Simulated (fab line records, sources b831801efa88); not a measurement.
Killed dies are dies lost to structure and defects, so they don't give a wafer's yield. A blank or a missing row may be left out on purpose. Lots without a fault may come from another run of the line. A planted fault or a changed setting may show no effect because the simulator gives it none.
Which tool did it? | flow gf180mcu | 7 lots, 21 wafers sampled, at 4 steps of a route of 602

WHAT THE GAUGES READ, wafer by wafer
GF_M1_THK_MEAS_06: measures by xrf.
lot  | measured     | on            | M1_ALCU_THK (nm)
L632 | day 17 07:06 | film_metro-02 | 462 458 451
L635 | day 18 10:20 | film_metro-02 | 456 456 446
L638 | day 19 10:08 | film_metro-03 | 445 446
L645 | day 22 07:04 | film_metro-04 | 450 454 453
L647 | day 22 19:57 | film_metro-02 | 446 449 454
L649 | day 23 07:57 | film_metro-02 | 445 449 453
L651 | day 23 23:01 | film_metro-03 | 455 456 458

WHICH TOOL RAN EACH LOT (tool, then ch and the chambers of the sampled wafers, then the start)
lot  | GF_CONTACT_ETCH_16                 | GF_CONTACT_CMP_27             | GF_M1_SPUTTER_00
L632 | rie_diel-04 ch 0,2,3, day 17 05:35 | cmp-02 ch 0,2, day 17 06:29   | pvd_sputter-01, day 17 06:44
L635 | rie_diel-04 ch 0,2,3, day 18 08:49 | cmp-01 ch 0,2,3, day 18 09:44 | pvd_sputter-01, day 18 09:59
L638 | rie_diel-04 ch 0,1,2, day 19 08:31 | cmp-01 ch 0,2,3, day 19 09:30 | pvd_sputter-02, day 19 09:48
L645 | rie_diel-02 ch 0,2,3, day 22 05:32 | cmp-02 ch 0,1, day 22 06:26   | pvd_sputter-02, day 22 06:41
L647 | rie_diel-04 ch 2,3, day 22 18:28   | cmp-01 ch 0,1, day 22 19:21   | pvd_sputter-03, day 22 19:36
L649 | rie_diel-01 ch 0,1,3, day 23 06:26 | cmp-01 ch 1,2,3, day 23 07:24 | pvd_sputter-03, day 23 07:36
L651 | rie_diel-04 ch 0,2, day 23 21:31   | cmp-02 ch 0,1,2, day 23 22:22 | pvd_sputter-02, day 23 22:40
- GF_CONTACT_ETCH_16: etches BARC in N2/H2.
- GF_CONTACT_CMP_27: polishes, stops on SiO2, t overpolish 15 s, target thk 0 nm.
- GF_M1_SPUTTER_00: material Ti, target thk 37.5 nm, time 150 s.

THE ANSWER, worked out from the rows above alone
Rule: what is usual is taken from the lots themselves. Put in order of their means at a reading, lots are off if they are a third of the lots or fewer, leave a main group of 4 or more, and stand apart from it by a gap of 3 or more times the standard deviation of the main group's means; of several such gaps the widest counts. A main group whose means are all the same, to the digits that the tables above print for the reading, isn't used. A lot without any number at a reading at which 4 lots or more have one is off too. The other lots that the step has rows for count as sound.
No lot is off at any reading shown: from this, nothing can be told.

WHAT THE SIMULATOR HAD PUT IN
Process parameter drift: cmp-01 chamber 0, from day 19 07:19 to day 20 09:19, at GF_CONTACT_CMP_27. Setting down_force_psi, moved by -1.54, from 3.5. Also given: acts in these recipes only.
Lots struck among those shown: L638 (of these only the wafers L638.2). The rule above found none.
